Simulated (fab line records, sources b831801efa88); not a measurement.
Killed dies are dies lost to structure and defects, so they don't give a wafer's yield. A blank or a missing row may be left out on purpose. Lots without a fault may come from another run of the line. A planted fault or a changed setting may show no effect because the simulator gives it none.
A struck lot beside a sound one | flow sfq_line | 42 steps out of a route of 325
Sound: wafers L414.4, L414.5, L414.6. Struck: wafer L421.5. (L421.1, L421.2 of the same lot were not struck and are left out.) The cause comes at the end.
At each step with rows: each side's tool, then ch and its chambers, then its first start. Under that, the readings that differ: sound wafers | struck wafers | difference of the means | sigmas: that difference in standard deviations of wafers without a fault.
alike: readings whose means differ by less than 2 such deviations, and words and numbers that are the same on both sides. not compared: withheld readings, readings that some wafer has no value for, bounds like >300 that may hide the same value, and numbers for which the record gives no deviation and whose values overlap.
The two part at a step that has a row with sigmas, a row that says differs or no value, or rows on one side only. Numbers that don't overlap but have no deviation are shown without sigmas and don't part them. A reading that every wafer of one side lacks parts them only if that side has two wafers or more.

first, 2 steps without rows for these wafers: SFQ_TRILAYER_R5_DEP_SPUTTER_133 (material MoNx, target thk 40 nm, time 66.7 s); SFQ_TRILAYER_R5_DEP_SPUTTER_134 (material Ti, target thk 5 nm, time 5 s).
SFQ_R5_RS_MEAS_933: measures by four-point-probe.
  sound on film_metro-03, day 61 01:35; struck on film_metro-03, day 66 11:08
  alike: R5_MONX_RS
SFQ_R5_THK_MEAS_934: measures by xrf.
  sound on film_metro-03, day 61 01:40; struck on film_metro-03, day 66 11:16
  alike: R5_MONX_THK
then, 6 steps without rows for these wafers: SFQ_TRILAYER_R5_LITHO_COAT_141 (resist thk 62 nm); SFQ_TRILAYER_R5_LITHO_COAT_136 (resist thk 600 nm); SFQ_TRILAYER_R5_LITHO_SOFTBAKE_140; SFQ_TRILAYER_R5_LITHO_EXPOSE_137 (exposes mask R5, target cd 500 nm); SFQ_TRILAYER_R5_LITHO_PEB_139 (peb time 60 s); SFQ_TRILAYER_R5_LITHO_DEVELOP_138 (time 60 s).
SFQ_R5_OVL_MEAS_935:
  sound on overlay-01, day 66 03:32; struck on overlay-01, day 66 20:04
  alike: R5_OVL
SFQ_TRILAYER_R5_BARC_OPEN_METAL_ETCH_177: etches BARC in O2, target depth 125 nm, time 41.7 s.
  sound on rie_metal-01 ch 0,1, day 66 03:34; struck on rie_metal-04 ch 0, day 66 20:06
  alike: drypump_motor_current_A, oes_product_au
  not compared: rf_hours_counter_h
SFQ_TRILAYER_R5_ETCH_METAL_ETCH_139: etches the open film in Cl2, stops on SiO2, target depth 60 nm, time 40 s.
  sound on rie_metal-01 ch 0,1, day 66 03:38; struck on rie_metal-04 ch 0, day 66 20:10
  reading                                             | sound             | struck | difference | sigmas
  oes_product_au (a.u.)                               | 0.985 0.992 0.991 | 0.713  | -0.276     | -52
  model.etch.depth_nm (nm)                            | 59.54 59.81 59.62 | 32.41  | -27.25     |
  model.R5.feature_depth_nm (nm)                      | 59.54 59.81 59.62 | 32.41  | -27.25     |
  model.KrF_of_TRILAYER_R5_LITHO_COAT_136.thk_nm (nm) | 502.4 499.2 500.3 | 509.9  | +9.3       |
  alike: drypump_motor_current_A
  not compared: rf_hours_counter_h
then, 9 steps without rows for these wafers: SFQ_TRILAYER_R5_STRIP_STRIP_140 (strips in O2); SFQ_TRILAYER_R5_STRIP_SOLV_CLEAN_141 (cleans in NMP, time 600 s); SFQ_TRILAYER_A5C_DEP_PECVD_142 (deposits SiO2 from SiH4/N2O, time 15.556 s, target thk 70 nm); SFQ_TRILAYER_I5_LITHO_COAT_149 (resist thk 62 nm); SFQ_TRILAYER_I5_LITHO_COAT_144 (resist thk 650 nm); SFQ_TRILAYER_I5_LITHO_SOFTBAKE_148; SFQ_TRILAYER_I5_LITHO_EXPOSE_145 (exposes mask I5, target cd 700 nm); SFQ_TRILAYER_I5_LITHO_PEB_147 (peb time 60 s); SFQ_TRILAYER_I5_LITHO_DEVELOP_146 (time 60 s).
-- the record jumps here: 5 days lie between the struck wafers' starts before and after --
SFQ_I5_OVL_MEAS_936:
  sound on overlay-01, day 66 06:44; struck on overlay-01, day 71 19:22
  alike: I5_OVL
SFQ_TRILAYER_I5_BARC_OPEN_VIA_ETCH_200: etches BARC in O2, target depth 125 nm, time 41.7 s.
  sound on rie_diel-03 ch 0,1,2, day 66 06:46; struck on rie_diel-01 ch 0, day 71 19:24
  reading               | sound             | struck | difference | sigmas
  oes_product_au (a.u.) | 0.684 0.690 0.682 | 0.674  | -0.011     | -2
  alike: drypump_motor_current_A
  not compared: rf_hours_counter_h
then, 1 step without rows for these wafers: SFQ_TRILAYER_I5_ETCH_VIA_ETCH_147 (etches the open film in CHF3, stops on Nb, target depth 360 nm).
SFQ_TRILAYER_I5_STRIP_STRIP_148: strips in O2.
  sound on rie_metal-01 ch 0,1, day 66 07:09; struck on rie_metal-02 ch 1, day 71 19:35
  alike: drypump_motor_current_A, oes_product_au
  not compared: rf_hours_counter_h
then, 7 steps without rows for these wafers: SFQ_TRILAYER_I5_STRIP_SOLV_CLEAN_149 (cleans in NMP, time 600 s); SFQ_TRILAYER_C5_LITHO_COAT_156 (resist thk 62 nm); SFQ_TRILAYER_C5_LITHO_COAT_151 (resist thk 650 nm); SFQ_TRILAYER_C5_LITHO_SOFTBAKE_155; SFQ_TRILAYER_C5_LITHO_EXPOSE_152 (exposes mask C5, target cd 500 nm); SFQ_TRILAYER_C5_LITHO_PEB_154 (peb time 60 s); SFQ_TRILAYER_C5_LITHO_DEVELOP_153 (time 60 s).
SFQ_C5_OVL_MEAS_937:
  sound on overlay-01, day 71 05:44; struck on overlay-01, day 71 23:13
  alike: C5_OVL
then, 1 step without rows for these wafers: SFQ_TRILAYER_C5_BARC_OPEN_VIA_ETCH_210 (etches BARC in O2, target depth 125 nm, time 41.7 s).
SFQ_TRILAYER_C5_ETCH_VIA_ETCH_154: etches SiO2 in CHF3, stops on Nb, target depth 84 nm.
  sound on rie_diel-04 ch 0,1,3, day 71 05:47; struck on rie_diel-01 ch 1, day 71 23:17
  alike: drypump_motor_current_A, oes_product_au
SFQ_TRILAYER_C5_STRIP_STRIP_155: strips in O2.
  sound on rie_metal-04 ch 0,1, day 71 06:02; struck on rie_metal-01 ch 0, day 71 23:20
  alike: drypump_motor_current_A, oes_product_au
  not compared: rf_hours_counter_h
then, 3 steps without rows for these wafers: SFQ_TRILAYER_C5_STRIP_SOLV_CLEAN_156 (cleans in NMP, time 600 s); SFQ_TRILAYER_M6_DEP_PRE_CLEAN_158 (time 22.5 s); SFQ_TRILAYER_M6_DEP_SPUTTER_157 (material Nb, target thk 200 nm, time 133.3 s).
SFQ_M6_RS_MEAS_938: measures by four-point-probe.
  sound on film_metro-01, day 71 06:58; struck on film_metro-01, day 72 00:14
  alike: M6_NB_RS
-- the record jumps here: 13 days lie between the struck wafers' starts before and after (it left off in module M6 and takes up again in module M8, whose first step shown is number 325 of the route) --
SFQ_M8_BOW_MEAS_951:
  sound on film_metro-04, day 84 22:11; struck on film_metro-02, day 85 09:40
  reading                       | sound    | struck | difference | sigmas
  model.etest.r5.comb_log10_ohm | 12 12 12 | 0      | -12        |
  alike: M8_BOW

WHERE THEY PART
First at SFQ_TRILAYER_R5_ETCH_METAL_ETCH_139; last, within this record, at SFQ_TRILAYER_I5_BARC_OPEN_VIA_ETCH_200. Later steps at which nothing parts them and some readings are alike: SFQ_TRILAYER_I5_STRIP_STRIP_148, SFQ_C5_OVL_MEAS_937, SFQ_TRILAYER_C5_ETCH_VIA_ETCH_154, SFQ_TRILAYER_C5_STRIP_STRIP_155, SFQ_M6_RS_MEAS_938, SFQ_M8_BOW_MEAS_951.

WHY: what the simulator had put in
Process parameter drift: rie_metal-04, from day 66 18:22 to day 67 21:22, at SFQ_TRILAYER_R5_ETCH_METAL_ETCH_139. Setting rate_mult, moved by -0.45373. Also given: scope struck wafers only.
